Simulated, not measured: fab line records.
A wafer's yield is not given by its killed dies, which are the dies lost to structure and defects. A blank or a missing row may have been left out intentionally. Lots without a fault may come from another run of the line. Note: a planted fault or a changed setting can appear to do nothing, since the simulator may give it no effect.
Struck lot and sound lot, side by side ; flow sky130 ; 17 steps out of a route of 708
Sound: these wafers, L572.1, L572.4, L572.5. Struck: wafers L585.1, L585.4, L585.5. The cause is named last.
At each step with rows: each side's tool, then ch and its chambers, then its first start. Under that, the readings that differ: sound wafers ; struck wafers ; difference of the means ; sigmas: that difference in standard deviations of wafers without a fault.
alike: a reading whose means differ by less than 2 such deviations, as well as words and numbers matching on both sides. not compared: withheld readings; readings where some wafer has no value; bounds like >300 that might hide an equal value; numbers whose values overlap and for which the record gives no deviation.
The two part at a step that has a row with sigmas, a row that says differs or no value, or rows on one side only. When numbers do not overlap yet have no deviation, they are printed without sigmas and do not part them. Lack of a reading on every wafer of one side parts them only where that side has two or more wafers.

first, 1 step without rows for these wafers: SKY_VT_ADJUST_NCORE_IMPLANT_09.
SKY_VT_ADJUST_NCORE_STRIP_10: strips in O2/N2.
  sound on plasma-asher-03 ch 0, day 8 17:34; struck on plasma-asher-01 ch 0,1, day 12 11:37
reading;sound;struck;difference;sigmas
strip-time-to-endpoint-s (s);14.12 14.12 14.09;14.21 14.23 14.27;+0.13;+3
  alike: drypump-motor-current-A, oes-product-au
  not compared: rf-hours-counter-h
SKY_VT_ADJUST_NCORE_TW_MEAS_11:
  sound: film-metro-04 at day 8 17:40; struck: film-metro-04 at day 12 11:43
  alike: VT_ADJUST_NCORE_TW
then, 7 steps without rows for these wafers: SKY_VT_ADJUST_HVTR_DEHYDRATE_00 (time 60 s); SKY_VT_ADJUST_HVTR_HMDS_01 (prime time 60 s); SKY_VT_ADJUST_HVTR_COAT_02 (resist thk 1140 nm); SKY_VT_ADJUST_HVTR_SOFTBAKE_03 (time 60 s); SKY_VT_ADJUST_HVTR_EXPOSE_04 (exposes mask HVTRM, target cd 380 nm); SKY_VT_ADJUST_HVTR_PEB_05; SKY_VT_ADJUST_HVTR_DEVELOP_06 (develop time 60 s).
SKY_VT_ADJUST_HVTR_CD_MEAS_07: target cd 380 nm.
  sound: cd-sem-02 at day 9 14:26; struck: cd-sem-02 at day 13 12:14
  alike: cd-nm
SKY_VT_ADJUST_HVTR_OVL_MEAS_08:
  sound: overlay-01 at day 9 14:33; struck: overlay-01 at day 13 12:21
  alike: VT_ADJUST_HVTR_OVL
SKY_VT_ADJUST_HVTR_IMPLANT_09:
  sound on implanter-01 ch 0, day 9 14:35; struck on implanter-02 ch 0, day 13 12:23
reading;sound;struck;difference;sigmas
beam-on-s (s);10.16 10.07 10.09;12.26 12.10 12.10;+2.05;+10
end-station-pressure-torr (Torr);4.99e-06 4.87e-06 4.76e-06;0.00010762 0.00010796 0.00010263;+0.00010120;+99 or more
faraday-current-uA;11.46 11.65 11.57;9.60 9.73 9.71;-1.88;-8
SKY_VT_ADJUST_HVTR_STRIP_10: strips in O2/N2.
  sound on plasma-asher-04 ch 0,1, day 9 14:44; struck on plasma-asher-04 ch 1, day 13 12:32
  alike: drypump-motor-current-A, oes-product-au, strip-time-to-endpoint-s
  not compared: rf-hours-counter-h
SKY_VT_ADJUST_HVTR_TW_MEAS_11:
  sound: film-metro-01 at day 9 14:50; struck: film-metro-01 at day 13 12:38
reading;sound;struck;difference;sigmas
VT_ADJUST_HVTR_TW;204.8 204.6 205.3;220.6 219.6 221.7;+15.7;+6
then, 1 step without rows for these wafers: SKY_VT_ADJUST_PCH_DEHYDRATE_00 (time 60 s).
-- here the record skips 35 days between the struck wafers' starts before and after, leaving off in module VT_ADJUST_PCH and picking up in module PAD_OPEN (first step shown: number 708 of the route) --
SKY_PAD_OPEN_PROBE_99:
  sound: prober-02 at day 45 16:25; struck: prober-02 at day 48 18:56
reading;sound;struck;difference;sigmas
model.etest.pfet_01v8_mvt.off-log10-a-um;-10.87 -10.96 -10.88;-9.92 -9.91 -9.76;+1.04;
model.etest.pfet_01v8_mvt.vt-sat-v (V);-0.5836 -0.5846 -0.5753;-0.4948 -0.508 -0.4921;+0.0829;
model.etest.pfet_01v8_mvt.vt-v (V);-0.6704 -0.6737 -0.6595;-0.5937 -0.6028 -0.5922;+0.0716;
model.etest.pfet_01v8_mvt.vt-long-v (V);-0.8769 -0.8788 -0.8704;-0.8149 -0.8195 -0.8137;+0.0593;
  alike: killed_at_M0_to_M3, killed_at_M4_up, killed-at-contacts, killed-at-front-end, killed-at-other, killed-dies, killed-open, killed-short
  not compared: model.etest.pfet_01v8_mvt.drive-ua-um

== WHERE THEY PART ==
At SKY_VT_ADJUST_NCORE_STRIP_10 first; at SKY_VT_ADJUST_HVTR_TW_MEAS_11 last (within this record only). Later steps at which nothing parts them and some readings are alike: SKY_PAD_OPEN_PROBE_99.

WHY: what had been put in by the simulator
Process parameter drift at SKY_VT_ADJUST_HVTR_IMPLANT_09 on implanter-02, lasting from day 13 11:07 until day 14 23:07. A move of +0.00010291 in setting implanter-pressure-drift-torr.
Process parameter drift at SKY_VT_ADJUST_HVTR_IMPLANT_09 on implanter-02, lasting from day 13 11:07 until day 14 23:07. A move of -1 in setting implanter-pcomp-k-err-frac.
